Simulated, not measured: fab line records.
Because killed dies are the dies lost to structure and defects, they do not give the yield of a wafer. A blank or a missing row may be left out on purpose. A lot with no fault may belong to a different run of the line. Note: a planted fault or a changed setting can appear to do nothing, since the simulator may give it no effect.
2 desks looking at one fault + flow sky130 + only its own numbers are on each desk; what lay behind them is given at the end

AT THE METROLOGY DESK
Means of the sampled wafers that have a number, per lot and without regard to the tool the lot ran on: this is what the gauges read. Marked OUT: a lot whose mean sits more than 4 standard deviations from the usual mean, which makes it out of limits; the brackets give that distance.
Columns: A = cd-nm at SKY_METAL3_CD_MEAS_13, usual 300.0 nm; B = CAP2M_CVD_00_THK at SKY_CAP2M_THK_MEAS_01, usual 15.50 nm
| lot  | first seen here | A     | B     |
|------|-----------------|-------|-------|
| L830 | day 38 20:34    | 298.1 | 15.71 |
| L831 | day 39 08:17    | 300.4 | 15.34 |
| L833 | day 40 00:26    | 302.5 | 15.20 |
| L836 | day 41 09:35    | 299.2 | 15.70 |
| L837 | day 41 13:46    | 299.8 | 15.42 |
| L839 | day 41 20:38    | 300.8 | 15.24 |
| L841 | day 42 10:35    | 300.5 | 15.39 |
| L850 | day 44 03:58    | 298.7 | 15.67 |
| L849 | day 44 04:38    | 297.1 | 15.52 |
| L851 | day 44 15:00    | 300.8 | 15.58 |
| L852 | day 45 00:05    | 299.6 | 15.29 |
Result from this desk: across the 11 lots, nothing is out of limits.

THE TOOL OWNER'S DESK: plasma-asher-03
The tool's own readings at SKY_METAL4_STRIP_19 (strips in O2/N2): means of the sampled wafers that have a number, for each lot that ran on this tool. Marked OUT: a lot whose mean sits more than 4 standard deviations from the usual mean, which makes it out of limits; the brackets give that distance.
Columns: A = drypump-motor-current-A at SKY_METAL4_STRIP_19, usual 5.9 A; B = o2-flow-sccm at SKY_METAL4_STRIP_19, usual 3002 sccm; C = oes-product-au at SKY_METAL4_STRIP_19, usual 0.505 a.u.; D = strip-time-to-endpoint-s at SKY_METAL4_STRIP_19, usual 6.62 s
| lot  | first seen here | A   | B    | C     | D    |
|------|-----------------|-----|------|-------|------|
| L831 | day 42 13:14    | 6.2 | 3000 | 0.505 | 6.61 |
| L836 | day 44 09:40    | 6.4 | 3007 | 0.505 | 6.62 |
| L837 | day 44 14:59    | 6.4 | 3001 | 0.502 | 6.56 |
| L841 | day 45 09:49    | 6.2 | 2998 | 0.502 | 6.50 |
Result from this desk: across the 4 lots, nothing is out of limits.

ALL TOGETHER
At the metrology desk, nothing out of limits was observed.
The desk of the tool owner found nothing out of limits.

WHAT WAS PUT IN BY THE SIMULATOR
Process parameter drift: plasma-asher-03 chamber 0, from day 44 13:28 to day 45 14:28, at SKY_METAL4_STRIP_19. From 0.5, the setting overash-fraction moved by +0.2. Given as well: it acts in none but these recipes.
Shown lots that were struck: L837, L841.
